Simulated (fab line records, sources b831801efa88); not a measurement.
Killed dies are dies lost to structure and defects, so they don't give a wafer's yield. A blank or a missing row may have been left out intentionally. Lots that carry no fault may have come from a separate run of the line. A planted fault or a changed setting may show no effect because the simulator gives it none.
One fault seen from 2 desks || flow sky130 || each desk has only its own numbers; what lay behind them comes last

FOR THE TOOL OWNER'S DESK: lpcvd-01
The tool's own readings at SKY_POLY_GATE_CVD_00 (deposits poly-Si, target thk 180 nm, time 720 s): means of the sampled wafers that have a number, for each lot that ran on this tool. If a lot's mean is further than 4 standard deviations from the usual mean, the lot is out of limits and carries the mark OUT (the distance appears in the brackets).
Columns: A = spike-tc-bottom-C at SKY_POLY_GATE_CVD_00, usual 641.6 C; B = spike-tc-centre-C at SKY_POLY_GATE_CVD_00, usual 620.5 C; C = spike-tc-lower-C at SKY_POLY_GATE_CVD_00, usual 621.3 C; D = spike-tc-top-C at SKY_POLY_GATE_CVD_00, usual 648.1 C; E = spike-tc-upper-C at SKY_POLY_GATE_CVD_00, usual 620.1 C; F = susceptor-temp-C at SKY_POLY_GATE_CVD_00, usual 620.05 C; G = zone-power-upper-pct at SKY_POLY_GATE_CVD_00, usual 8.7 %
{"lot": "L210", "first seen here": "day 13 14:49", "A": 640.0, "B": 620.4, "C": 620.3, "D": 648.9, "E": 620.4, "F": 619.98, "G": 9.0}
{"lot": "L213", "first seen here": "day 16 00:14", "A": 639.8, "B": 621.7, "C": 621.2, "D": 647.9, "E": 621.5, "F": 619.85, "G": 9.0}
{"lot": "L214", "first seen here": "day 16 16:36", "A": 640.1, "B": 621.3, "C": 622.5, "D": 650.0, "E": 619.8, "F": 620.14, "G": 9.0}
{"lot": "L216", "first seen here": "day 16 20:36", "A": 641.3, "B": 621.4, "C": 621.3, "D": 649.6, "E": 620.9, "F": 620.02, "G": 9.0}
{"lot": "L218", "first seen here": "day 17 11:38", "A": 643.6, "B": 619.0, "C": 621.2, "D": 647.0, "E": 620.2, "F": 619.82, "G": 8.2}
{"lot": "L219", "first seen here": "day 17 13:10", "A": 644.4, "B": 618.5, "C": 621.6, "D": 645.9, "E": 619.0, "F": 620.29, "G": 8.3}
{"lot": "L222", "first seen here": "day 18 07:40", "A": 641.1, "B": 621.4, "C": 621.0, "D": 648.8, "E": 620.7, "F": 620.14, "G": 9.1}
{"lot": "L223", "first seen here": "day 18 16:07", "A": 634.4, "B": 615.4, "C": "614.3 (-6.4) OUT", "D": 642.7, "E": "613.7 (-5.8) OUT", "F": "613.69 (-24) OUT", "G": 8.8}
{"lot": "L232", "first seen here": "day 21 14:01", "A": 642.8, "B": 619.6, "C": 620.6, "D": 646.4, "E": 619.5, "F": 619.86, "G": 8.3}
{"lot": "L233", "first seen here": "day 21 23:33", "A": 643.8, "B": 620.5, "C": 621.9, "D": 647.5, "E": 619.5, "F": 620.00, "G": 8.3}
This desk finds L223 out of limits, L223 being first, at day 18 16:07 (spike-tc-lower-C at SKY_POLY_GATE_CVD_00). In limits: L210, L213, L214, L216, L218, L219, L222, L232, L233.

AT THE METROLOGY DESK
Means of the sampled wafers that have a number, per lot and without regard to the tool the lot ran on: this is what the gauges read. If a lot's mean is further than 4 standard deviations from the usual mean, the lot is out of limits and carries the mark OUT (the distance appears in the brackets).
Columns: A = cd-nm at SKY_SONOS_ONO_CD_MEAS_13, usual 410.6 nm; B = POLY_GATE_CVD_00_THK at SKY_POLY_GATE_THK_MEAS_01, usual 178.6 nm
{"lot": "L210", "first seen here": "day 12 08:55", "A": 414.0, "B": 177.1}
{"lot": "L213", "first seen here": "day 14 17:05", "A": 410.7, "B": 177.6}
{"lot": "L214", "first seen here": "day 15 08:31", "A": 408.4, "B": 178.0}
{"lot": "L216", "first seen here": "day 15 12:40", "A": 409.9, "B": 179.0}
{"lot": "L218", "first seen here": "day 16 01:34", "A": 408.4, "B": 180.2}
{"lot": "L219", "first seen here": "day 16 04:01", "A": 410.9, "B": 177.1}
{"lot": "L222", "first seen here": "day 16 22:49", "A": 410.6, "B": 178.7}
{"lot": "L223", "first seen here": "day 17 06:01", "A": 412.5, "B": "151.8 (-13) OUT"}
{"lot": "L232", "first seen here": "day 20 04:18", "A": 409.7, "B": 180.3}
{"lot": "L233", "first seen here": "day 20 11:38", "A": 413.4, "B": 180.9}
This desk reports L223 out of limits; the earliest was L223 at day 18 17:19 (POLY_GATE_CVD_00_THK at SKY_POLY_GATE_THK_MEAS_01). In limits: L210, L213, L214, L216, L218, L219, L222, L232, L233.

PUT TOGETHER
The tool owner's desk had the chance to raise an alarm at day 18 16:07 on L223.
On L223, the metrology desk was in a position to raise an alarm at day 18 17:19.
All the named lots went through SKY_POLY_GATE_CVD_00 on lpcvd-01.

WHAT THE SIMULATOR HAD INSERTED
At SKY_POLY_GATE_CVD_00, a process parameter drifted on lpcvd-01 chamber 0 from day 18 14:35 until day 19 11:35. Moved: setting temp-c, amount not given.
Lots struck among those shown: L223.
Hours from the fault's start to each desk's first reading out of limits: the tool owner's desk, 2; the metrology desk, 3.
